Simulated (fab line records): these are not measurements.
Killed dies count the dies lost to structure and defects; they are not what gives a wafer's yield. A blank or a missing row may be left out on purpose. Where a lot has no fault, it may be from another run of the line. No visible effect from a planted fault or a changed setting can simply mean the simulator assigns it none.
What tool caused it? / flow sfq_line / 39 wafers from 13 lots sampled at 6 of the route's 325 steps

## WHAT THE GAUGES READ, wafer by wafer
SFQ_M7_RS_MEAS_943: measurement is done with a four-point probe.
lot=L111; measured=day 71 12:13; on=film_metro-04; M7_NB_RS (ohm/sq)=0.905 0.901 0.906
lot=L112; measured=day 72 19:58; on=film_metro-04; M7_NB_RS (ohm/sq)=0.894 0.906 0.890
lot=L113; measured=day 72 21:10; on=film_metro-02; M7_NB_RS (ohm/sq)=0.895 0.896 0.894
lot=L114; measured=day 72 22:24; on=film_metro-04; M7_NB_RS (ohm/sq)=0.897 0.895 0.892
lot=L115; measured=day 72 23:34; on=film_metro-04; M7_NB_RS (ohm/sq)=0.895 0.887 0.892
lot=L116; measured=day 75 19:26; on=film_metro-01; M7_NB_RS (ohm/sq)=0.836 0.887 0.833
lot=L118; measured=day 75 20:39; on=film_metro-04; M7_NB_RS (ohm/sq)=0.899 0.892 0.894
lot=L124; measured=day 82 05:32; on=film_metro-04; M7_NB_RS (ohm/sq)=0.892 0.890 0.885
lot=L125; measured=day 82 09:04; on=film_metro-02; M7_NB_RS (ohm/sq)=0.896 0.888 0.901
lot=L127; measured=day 84 01:41; on=film_metro-01; M7_NB_RS (ohm/sq)=0.911 0.923 0.922
lot=L128; measured=day 84 21:09; on=film_metro-04; M7_NB_RS (ohm/sq)=0.900 0.892 0.901
lot=L132; measured=day 86 09:23; on=film_metro-02; M7_NB_RS (ohm/sq)=0.896 0.896 0.891
lot=L133; measured=day 88 04:23; on=film_metro-02; M7_NB_RS (ohm/sq)=0.892 0.891 0.889

SFQ_I7_OVL_MEAS_947.
lot=L111; measured=day 72 08:43; on=overlay-01; I7_OVL (nm)=-7 5 -4
lot=L112; measured=day 73 07:26; on=overlay-02; I7_OVL (nm)=6 9 11
lot=L113; measured=day 73 08:38; on=overlay-02; I7_OVL (nm)=-2 -2 -4
lot=L114; measured=day 77 17:17; on=overlay-01; I7_OVL (nm)=-1 5 -1
lot=L115; measured=day 78 00:02; on=overlay-01; I7_OVL (nm)=19 13 15
lot=L116; measured=day 80 02:00; on=overlay-01; I7_OVL (nm)=-2 6 -2
lot=L118; measured=day 80 06:48; on=overlay-02; I7_OVL (nm)=-1 -2 1
lot=L124; measured=day 82 17:27; on=overlay-02; I7_OVL (nm)=-4 -2 -2
lot=L125; measured=day 82 20:22; on=overlay-01; I7_OVL (nm)=7 9 4
lot=L127; measured=day 87 10:50; on=overlay-01; I7_OVL (nm)=6 10 6
lot=L128; measured=day 88 08:36; on=overlay-01; I7_OVL (nm)=5 -1 1
lot=L132; measured=day 89 22:01; on=overlay-01; I7_OVL (nm)=-2 -8 4
lot=L133; measured=day 93 04:30; on=overlay-01; I7_OVL (nm)=5 10 10

## WHICH TOOL RAN EACH LOT (tool, then ch and the chambers of the sampled wafers, then the start)
lot=L111; SFQ_TRILAYER_R5_BARC_OPEN_METAL_ETCH_177=rie_metal-04 ch 0, day 64 02:50; SFQ_TRILAYER_I6_DEP_PECVD_165=pecvd-04 ch 0,1,2, day 71 01:12; SFQ_TRILAYER_M7_DEP_SPUTTER_175=pvd_sputter-04, day 71 12:07; SFQ_TRILAYER_M7_ETCH_METAL_ETCH_180=rie_metal-01 ch 0, day 71 18:04
lot=L112; SFQ_TRILAYER_R5_BARC_OPEN_METAL_ETCH_177=rie_metal-01 ch 0,1, day 64 04:10; SFQ_TRILAYER_I6_DEP_PECVD_165=pecvd-02 ch 0,2, day 72 00:34; SFQ_TRILAYER_M7_DEP_SPUTTER_175=pvd_sputter-05, day 72 19:52; SFQ_TRILAYER_M7_ETCH_METAL_ETCH_180=rie_metal-01 ch 0,1, day 72 23:46
lot=L113; SFQ_TRILAYER_R5_BARC_OPEN_METAL_ETCH_177=rie_metal-02 ch 0,1, day 64 05:23; SFQ_TRILAYER_I6_DEP_PECVD_165=pecvd-04 ch 0,1,2, day 72 10:55; SFQ_TRILAYER_M7_DEP_SPUTTER_175=pvd_sputter-04, day 72 21:04; SFQ_TRILAYER_M7_ETCH_METAL_ETCH_180=rie_metal-03 ch 0,1, day 73 00:58
lot=L114; SFQ_TRILAYER_R5_BARC_OPEN_METAL_ETCH_177=rie_metal-04 ch 0,1, day 64 06:35; SFQ_TRILAYER_I6_DEP_PECVD_165=pecvd-03 ch 0,1,2, day 72 12:07; SFQ_TRILAYER_M7_DEP_SPUTTER_175=pvd_sputter-03, day 72 22:16; SFQ_TRILAYER_M7_ETCH_METAL_ETCH_180=rie_metal-01 ch 0,1, day 73 02:13
lot=L115; SFQ_TRILAYER_R5_BARC_OPEN_METAL_ETCH_177=rie_metal-02 ch 0,1, day 64 07:46; SFQ_TRILAYER_I6_DEP_PECVD_165=pecvd-02 ch 1,2, day 72 13:58; SFQ_TRILAYER_M7_DEP_SPUTTER_175=pvd_sputter-05, day 72 23:28; SFQ_TRILAYER_M7_ETCH_METAL_ETCH_180=rie_metal-04 ch 0,1, day 73 03:22
lot=L116; SFQ_TRILAYER_R5_BARC_OPEN_METAL_ETCH_177=rie_metal-02 ch 0, day 64 18:22; SFQ_TRILAYER_I6_DEP_PECVD_165=pecvd-03 ch 1,2, day 73 11:56; SFQ_TRILAYER_M7_DEP_SPUTTER_175=pvd_sputter-04, day 75 19:20; SFQ_TRILAYER_M7_ETCH_METAL_ETCH_180=rie_metal-03 ch 0,1, day 75 23:14
lot=L118; SFQ_TRILAYER_R5_BARC_OPEN_METAL_ETCH_177=rie_metal-04 ch 0,1, day 66 08:08; SFQ_TRILAYER_I6_DEP_PECVD_165=pecvd-04 ch 1,2, day 73 14:57; SFQ_TRILAYER_M7_DEP_SPUTTER_175=pvd_sputter-03, day 75 20:32; SFQ_TRILAYER_M7_ETCH_METAL_ETCH_180=rie_metal-04 ch 0,1, day 76 00:26
lot=L124; SFQ_TRILAYER_R5_BARC_OPEN_METAL_ETCH_177=rie_metal-02 ch 0,1, day 75 13:29; SFQ_TRILAYER_I6_DEP_PECVD_165=pecvd-03 ch 0,1,2, day 81 19:26; SFQ_TRILAYER_M7_DEP_SPUTTER_175=pvd_sputter-04, day 82 05:26; SFQ_TRILAYER_M7_ETCH_METAL_ETCH_180=rie_metal-03 ch 0,1, day 82 09:16
lot=L125; SFQ_TRILAYER_R5_BARC_OPEN_METAL_ETCH_177=rie_metal-04 ch 0,1, day 75 17:54; SFQ_TRILAYER_I6_DEP_PECVD_165=pecvd-03 ch 0,2, day 82 00:40; SFQ_TRILAYER_M7_DEP_SPUTTER_175=pvd_sputter-05, day 82 08:58; SFQ_TRILAYER_M7_ETCH_METAL_ETCH_180=rie_metal-04 ch 0,1, day 82 11:47
lot=L127; SFQ_TRILAYER_R5_BARC_OPEN_METAL_ETCH_177=rie_metal-04 ch 0,1, day 76 19:35; SFQ_TRILAYER_I6_DEP_PECVD_165=pecvd-04 ch 0,1,2, day 83 17:01; SFQ_TRILAYER_M7_DEP_SPUTTER_175=pvd_sputter-03, day 84 01:35; SFQ_TRILAYER_M7_ETCH_METAL_ETCH_180=rie_metal-04 ch 0,1, day 87 03:17
lot=L128; SFQ_TRILAYER_R5_BARC_OPEN_METAL_ETCH_177=rie_metal-04 ch 0,1, day 77 07:35; SFQ_TRILAYER_I6_DEP_PECVD_165=pecvd-03 ch 0,1,2, day 84 13:25; SFQ_TRILAYER_M7_DEP_SPUTTER_175=pvd_sputter-04, day 84 21:04; SFQ_TRILAYER_M7_ETCH_METAL_ETCH_180=rie_metal-01 ch 0,1, day 88 00:53
lot=L132; SFQ_TRILAYER_R5_BARC_OPEN_METAL_ETCH_177=rie_metal-01 ch 0,1, day 79 16:26; SFQ_TRILAYER_I6_DEP_PECVD_165=pecvd-04 ch 0,1, day 86 01:38; SFQ_TRILAYER_M7_DEP_SPUTTER_175=pvd_sputter-04, day 86 09:18; SFQ_TRILAYER_M7_ETCH_METAL_ETCH_180=rie_metal-04 ch 0,1, day 89 14:16
lot=L133; SFQ_TRILAYER_R5_BARC_OPEN_METAL_ETCH_177=rie_metal-01 ch 0,1, day 79 18:50; SFQ_TRILAYER_I6_DEP_PECVD_165=pecvd-03 ch 0,1,2, day 86 10:29; SFQ_TRILAYER_M7_DEP_SPUTTER_175=pvd_sputter-05, day 88 04:17; SFQ_TRILAYER_M7_ETCH_METAL_ETCH_180=rie_metal-01 ch 0,1, day 90 05:25
- SFQ_TRILAYER_R5_BARC_OPEN_METAL_ETCH_177: etches BARC in O2, target depth 125 nm, time 41.7 s.
- SFQ_TRILAYER_I6_DEP_PECVD_165: deposits SiO2 from SiH4/N2O, time 111.11 s, target thk 500 nm.
- SFQ_TRILAYER_M7_DEP_SPUTTER_175: material Nb, target thk 200 nm, time 133.3 s.
- SFQ_TRILAYER_M7_ETCH_METAL_ETCH_180: etches Nb in Cl2/Ar, stops on SiO2, target depth 240 nm, time 120 s.

## WHAT THE TOOLS THEMSELVES READ (means of the sampled wafers that have a number; where no wafer has one, the mark that the record gives instead)
SFQ_TRILAYER_R5_BARC_OPEN_METAL_ETCH_177.
lot=L111; tool=rie_metal-04; drypump_motor_current_A (A)=5.8; oes_product_au (a.u.)=0.686
lot=L112; tool=rie_metal-01; drypump_motor_current_A (A)=6.0; oes_product_au (a.u.)=0.685
lot=L113; tool=rie_metal-02; drypump_motor_current_A (A)=5.3; oes_product_au (a.u.)=0.683
lot=L114; tool=rie_metal-04; drypump_motor_current_A (A)=5.9; oes_product_au (a.u.)=0.689
lot=L115; tool=rie_metal-02; drypump_motor_current_A (A)=5.2; oes_product_au (a.u.)=0.689
lot=L116; tool=rie_metal-02; drypump_motor_current_A (A)=5.0; oes_product_au (a.u.)=0.686
lot=L118; tool=rie_metal-04; drypump_motor_current_A (A)=5.9; oes_product_au (a.u.)=0.683
lot=L124; tool=rie_metal-02; drypump_motor_current_A (A)=5.2; oes_product_au (a.u.)=0.682
lot=L125; tool=rie_metal-04; drypump_motor_current_A (A)=5.9; oes_product_au (a.u.)=0.687
lot=L127; tool=rie_metal-04; drypump_motor_current_A (A)=5.9; oes_product_au (a.u.)=0.685
lot=L128; tool=rie_metal-04; drypump_motor_current_A (A)=5.9; oes_product_au (a.u.)=0.686
lot=L132; tool=rie_metal-01; drypump_motor_current_A (A)=6.1; oes_product_au (a.u.)=0.684
lot=L133; tool=rie_metal-01; drypump_motor_current_A (A)=6.1; oes_product_au (a.u.)=0.685

SFQ_TRILAYER_I6_DEP_PECVD_165.
lot=L111; tool=pecvd-04; heater_power_w (W)=79; throttle_valve_pct (%)=25.0
lot=L112; tool=pecvd-02; heater_power_w (W)=80; throttle_valve_pct (%)=24.4
lot=L113; tool=pecvd-04; heater_power_w (W)=69; throttle_valve_pct (%)=24.9
lot=L114; tool=pecvd-03; heater_power_w (W)=86; throttle_valve_pct (%)=22.6
lot=L115; tool=pecvd-02; heater_power_w (W)=86; throttle_valve_pct (%)=23.2
lot=L116; tool=pecvd-03; heater_power_w (W)=88; throttle_valve_pct (%)=23.2
lot=L118; tool=pecvd-04; heater_power_w (W)=73; throttle_valve_pct (%)=26.1
lot=L124; tool=pecvd-03; heater_power_w (W)=86; throttle_valve_pct (%)=23.2
lot=L125; tool=pecvd-03; heater_power_w (W)=81; throttle_valve_pct (%)=23.9
lot=L127; tool=pecvd-04; heater_power_w (W)=75; throttle_valve_pct (%)=24.9
lot=L128; tool=pecvd-03; heater_power_w (W)=84; throttle_valve_pct (%)=23.3
lot=L132; tool=pecvd-04; heater_power_w (W)=81; throttle_valve_pct (%)=24.8
lot=L133; tool=pecvd-03; heater_power_w (W)=80; throttle_valve_pct (%)=23.3

SFQ_TRILAYER_M7_DEP_SPUTTER_175.
lot=L111; tool=pvd_sputter-04; chamber_pressure_pa (Pa)=0.13318; throttle_valve_pct (%)=29.0
lot=L112; tool=pvd_sputter-05; chamber_pressure_pa (Pa)=0.13306; throttle_valve_pct (%)=30.5
lot=L113; tool=pvd_sputter-04; chamber_pressure_pa (Pa)=0.13360; throttle_valve_pct (%)=29.8
lot=L114; tool=pvd_sputter-03; chamber_pressure_pa (Pa)=0.13358; throttle_valve_pct (%)=30.3
lot=L115; tool=pvd_sputter-05; chamber_pressure_pa (Pa)=0.13322; throttle_valve_pct (%)=30.4
lot=L116; tool=pvd_sputter-04; chamber_pressure_pa (Pa)=0.13319; throttle_valve_pct (%)=28.3
lot=L118; tool=pvd_sputter-03; chamber_pressure_pa (Pa)=0.13334; throttle_valve_pct (%)=31.0
lot=L124; tool=pvd_sputter-04; chamber_pressure_pa (Pa)=0.13340; throttle_valve_pct (%)=30.0
lot=L125; tool=pvd_sputter-05; chamber_pressure_pa (Pa)=0.13313; throttle_valve_pct (%)=30.3
lot=L127; tool=pvd_sputter-03; chamber_pressure_pa (Pa)=0.13358; throttle_valve_pct (%)=29.8
lot=L128; tool=pvd_sputter-04; chamber_pressure_pa (Pa)=0.13323; throttle_valve_pct (%)=29.1
lot=L132; tool=pvd_sputter-04; chamber_pressure_pa (Pa)=0.13301; throttle_valve_pct (%)=29.6
lot=L133; tool=pvd_sputter-05; chamber_pressure_pa (Pa)=0.13337; throttle_valve_pct (%)=29.9

SFQ_TRILAYER_M7_ETCH_METAL_ETCH_180.
lot=L111; tool=rie_metal-01; drypump_motor_current_A (A)=6.10; oes_product_au (a.u.)=0.889
lot=L112; tool=rie_metal-01; drypump_motor_current_A (A)=6.06; oes_product_au (a.u.)=0.890
lot=L113; tool=rie_metal-03; drypump_motor_current_A (A)=6.11; oes_product_au (a.u.)=0.889
lot=L114; tool=rie_metal-01; drypump_motor_current_A (A)=6.06; oes_product_au (a.u.)=0.893
lot=L115; tool=rie_metal-04; drypump_motor_current_A (A)=5.94; oes_product_au (a.u.)=0.888
lot=L116; tool=rie_metal-03; drypump_motor_current_A (A)=6.11; oes_product_au (a.u.)=0.918
lot=L118; tool=rie_metal-04; drypump_motor_current_A (A)=5.85; oes_product_au (a.u.)=0.886
lot=L124; tool=rie_metal-03; drypump_motor_current_A (A)=6.09; oes_product_au (a.u.)=0.893
lot=L125; tool=rie_metal-04; drypump_motor_current_A (A)=5.93; oes_product_au (a.u.)=0.894
lot=L127; tool=rie_metal-04; drypump_motor_current_A (A)=5.94; oes_product_au (a.u.)=0.882
lot=L128; tool=rie_metal-01; drypump_motor_current_A (A)=6.03; oes_product_au (a.u.)=0.891
lot=L132; tool=rie_metal-04; drypump_motor_current_A (A)=5.92; oes_product_au (a.u.)=0.891
lot=L133; tool=rie_metal-01; drypump_motor_current_A (A)=6.04; oes_product_au (a.u.)=0.896

## THE ANSWER, worked out from the rows above alone
Rule: usual is defined by the lots themselves. Put in order of their means at a reading, lots are off if they are a third of the lots or fewer, leave a main group of 4 or more, and stand apart from it by a gap of 3 or more times the standard deviation of the main group's means; of several such gaps the widest counts. Not used: any main group whose means are identical at the precision the tables above print for the reading. A lot without any number at a reading at which 4 lots or more have one is off too. Any other lot the step has rows for is counted as sound. First the gauges in route order, then the tools' own readings, where a lot's mean is used as printed above. The first step at which some lot is off is used, and at that step the reading that is off furthest; a lot without a number counts as furthest.
Off: L116, seen at SFQ_M7_RS_MEAS_943 (M7_NB_RS). Mean 0.897 ohm/sq and standard deviation 0.0075 in the main group.
A tool fits if, at a process step before that reading, it ran every lot that is off, and no sound lot after the first of them. The gauges at SFQ_M7_RS_MEAS_943 aren't tried: what is off there is off at SFQ_TRILAYER_R5_BARC_OPEN_METAL_ETCH_177 too, on other tools, and a gauge's error can't cause that. None of those tried fits.

## WHAT THE SIMULATOR HAD PUT IN
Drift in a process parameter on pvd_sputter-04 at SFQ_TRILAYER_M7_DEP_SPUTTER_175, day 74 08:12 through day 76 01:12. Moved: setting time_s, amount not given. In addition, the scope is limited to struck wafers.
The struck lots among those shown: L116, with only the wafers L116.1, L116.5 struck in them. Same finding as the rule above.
